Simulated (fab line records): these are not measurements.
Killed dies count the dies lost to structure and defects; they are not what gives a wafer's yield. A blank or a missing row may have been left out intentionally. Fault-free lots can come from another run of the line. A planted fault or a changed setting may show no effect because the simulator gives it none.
Split-lot experiment :: flow sfqLine :: on a route of 325 steps: 5 lots, 17 wafers read

ON THE SPLIT
At SFQ_TRILAYER_M0_ETCH_METAL_ETCH_024 (etches Nb in Cl2/Ar, stops on SiO2, target depth 240 nm, time 120 s), the setting icpW was moved away from the recipe's 600 W on 6 of the 17 wafers read, by -6.2% to +9.9%. This setting was run at the recipe's value on the other wafers.

Reading taken at the split's own step.

THE READING
KrF_of_TRILAYER_M0_LITHO_COAT_021.thkNm (the simulator's own value, which no gauge read), in nm, at SFQ_TRILAYER_M0_ETCH_METAL_ETCH_024 (etches Nb in Cl2/Ar, stops on SiO2, target depth 240 nm, time 120 s). The file gives no usual value for it. Average 373.1 nm, standard deviation 4.4 nm, over the 11 wafers here run with the recipe.

wafer: L076.1
tool, chamber at the split: rieMetal-02, 1
icpW as run, W: 600
against the recipe: recipe
KrF_of_TRILAYER_M0_LITHO_COAT_021.thkNm, nm: 369.9
against lot-mates on the recipe: -

wafer: L076.3
tool, chamber at the split: rieMetal-02, 0
icpW as run, W: 600
against the recipe: recipe
KrF_of_TRILAYER_M0_LITHO_COAT_021.thkNm, nm: 367.8
against lot-mates on the recipe: -

wafer: L076.5
tool, chamber at the split: rieMetal-02, 0
icpW as run, W: 600
against the recipe: recipe
KrF_of_TRILAYER_M0_LITHO_COAT_021.thkNm, nm: 365.4
against lot-mates on the recipe: -

wafer: L077.1
tool, chamber at the split: rieMetal-01, 0
icpW as run, W: 600
against the recipe: recipe
KrF_of_TRILAYER_M0_LITHO_COAT_021.thkNm, nm: 373
against lot-mates on the recipe: -

wafer: L077.2
tool, chamber at the split: rieMetal-01, 1
icpW as run, W: 600
against the recipe: recipe
KrF_of_TRILAYER_M0_LITHO_COAT_021.thkNm, nm: 376.5
against lot-mates on the recipe: -

wafer: L077.3
tool, chamber at the split: rieMetal-01, 0
icpW as run, W: 659.2
against the recipe: +9.9%
KrF_of_TRILAYER_M0_LITHO_COAT_021.thkNm, nm: 360.6
against lot-mates on the recipe: -14.3

wafer: L077.5
tool, chamber at the split: rieMetal-01, 0
icpW as run, W: 600
against the recipe: recipe
KrF_of_TRILAYER_M0_LITHO_COAT_021.thkNm, nm: 375.1
against lot-mates on the recipe: -

wafer: L077.6
tool, chamber at the split: rieMetal-01, 1
icpW as run, W: 659.2
against the recipe: +9.9%
KrF_of_TRILAYER_M0_LITHO_COAT_021.thkNm, nm: 364.5
against lot-mates on the recipe: -10.4

wafer: L078.3
tool, chamber at the split: rieMetal-01, 1
icpW as run, W: 600
against the recipe: recipe
KrF_of_TRILAYER_M0_LITHO_COAT_021.thkNm, nm: 375.6
against lot-mates on the recipe: -

wafer: L078.5
tool, chamber at the split: rieMetal-01, 1
icpW as run, W: 657.3
against the recipe: +9.5%
KrF_of_TRILAYER_M0_LITHO_COAT_021.thkNm, nm: 362.7
against lot-mates on the recipe: -10.8

wafer: L078.6
tool, chamber at the split: rieMetal-01, 0
icpW as run, W: 600
against the recipe: recipe
KrF_of_TRILAYER_M0_LITHO_COAT_021.thkNm, nm: 371.3
against lot-mates on the recipe: -

wafer: L083.4
tool, chamber at the split: rieMetal-01, 0
icpW as run, W: 600
against the recipe: recipe
KrF_of_TRILAYER_M0_LITHO_COAT_021.thkNm, nm: 373
against lot-mates on the recipe: -

wafer: L083.5
tool, chamber at the split: rieMetal-01, 0
icpW as run, W: 562.8
against the recipe: -6.2%
KrF_of_TRILAYER_M0_LITHO_COAT_021.thkNm, nm: 381
against lot-mates on the recipe: +8.0

wafer: L083.6
tool, chamber at the split: rieMetal-01, 1
icpW as run, W: 562.8
against the recipe: -6.2%
KrF_of_TRILAYER_M0_LITHO_COAT_021.thkNm, nm: 384.4
against lot-mates on the recipe: +11.4

wafer: L085.1
tool, chamber at the split: rieMetal-04, 1
icpW as run, W: 600
against the recipe: recipe
KrF_of_TRILAYER_M0_LITHO_COAT_021.thkNm, nm: 373.3
against lot-mates on the recipe: -

wafer: L085.2
tool, chamber at the split: rieMetal-04, 0
icpW as run, W: 600
against the recipe: recipe
KrF_of_TRILAYER_M0_LITHO_COAT_021.thkNm, nm: 382.8
against lot-mates on the recipe: -

wafer: L085.6
tool, chamber at the split: rieMetal-04, 0
icpW as run, W: 571.5
against the recipe: -4.7%
KrF_of_TRILAYER_M0_LITHO_COAT_021.thkNm, nm: 384.5
against lot-mates on the recipe: +6.4

FIT RESULTS
A straight line over all 17 wafers: KrF_of_TRILAYER_M0_LITHO_COAT_021.thkNm changes by -1.27 nm for each +1% of icpW; r = -0.84; the points scatter about the line by 4.2 nm.
The same after taking each lot's own level away (the mean of its wafers on the recipe; 17 wafers): -1.3 nm for each +1%; r = -0.94; scatter 2.5 nm.
On that fit, the largest move of icpW shifts the reading by 13 nm.
The span of the lots' own levels, 367.70 to 378.05 nm, comes to 2.3 times the standard deviation stated above.
The two slopes are in agreement: the lot-to-lot level therefore moves the slope only a little.
Check: for one of the wafers moved furthest among these (+9.9%), held out of the fit, the line's prediction against its lot-mates is -11.8 nm. It came out at -14.3 nm against them.
Tool readings at the split's step, against how far the setting was moved: oesProductAu r = +0.05.

FURTHER SPLITS ON THESE WAFERS
Other splits were also applied to these wafers ahead of the reading. Each is held against what the fit with the lots' levels taken away leaves over:
other split on the same wafers: SFQ_TRILAYER_INCOMING_OXIDATION_002 oxTimeS
wafers away from the commonest value: 11
r with KrF_of_TRILAYER_M0_LITHO_COAT_021.thkNm (lot level and that fit taken away): +0.02

other split on the same wafers: SFQ_TRILAYER_L0_LITHO_COAT_005 resistThkNm
wafers away from the commonest value: 6
r with KrF_of_TRILAYER_M0_LITHO_COAT_021.thkNm (lot level and that fit taken away): +0.07

other split on the same wafers: SFQ_TRILAYER_L0_ETCH_METAL_ETCH_008 icpW
wafers away from the commonest value: 6
r with KrF_of_TRILAYER_M0_LITHO_COAT_021.thkNm (lot level and that fit taken away): +0.27

other split on the same wafers: SFQ_TRILAYER_L0_CAP_PECVD_011 timeS
wafers away from the commonest value: 5
r with KrF_of_TRILAYER_M0_LITHO_COAT_021.thkNm (lot level and that fit taken away): +0.22

other split on the same wafers: SFQ_TRILAYER_L0_VIA_ETCH_VIA_ETCH_016 biasW
wafers away from the commonest value: 5
r with KrF_of_TRILAYER_M0_LITHO_COAT_021.thkNm (lot level and that fit taken away): +0.02

other split on the same wafers: SFQ_TRILAYER_M0_DEP_SPUTTER_019 timeS
wafers away from the commonest value: 0
r with KrF_of_TRILAYER_M0_LITHO_COAT_021.thkNm (lot level and that fit taken away): -

FILE'S OWN FIT
KrF_of_TRILAYER_M0_LITHO_COAT_021.thkNm changes by -1.26 nm for each +1% of icpW, r = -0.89.
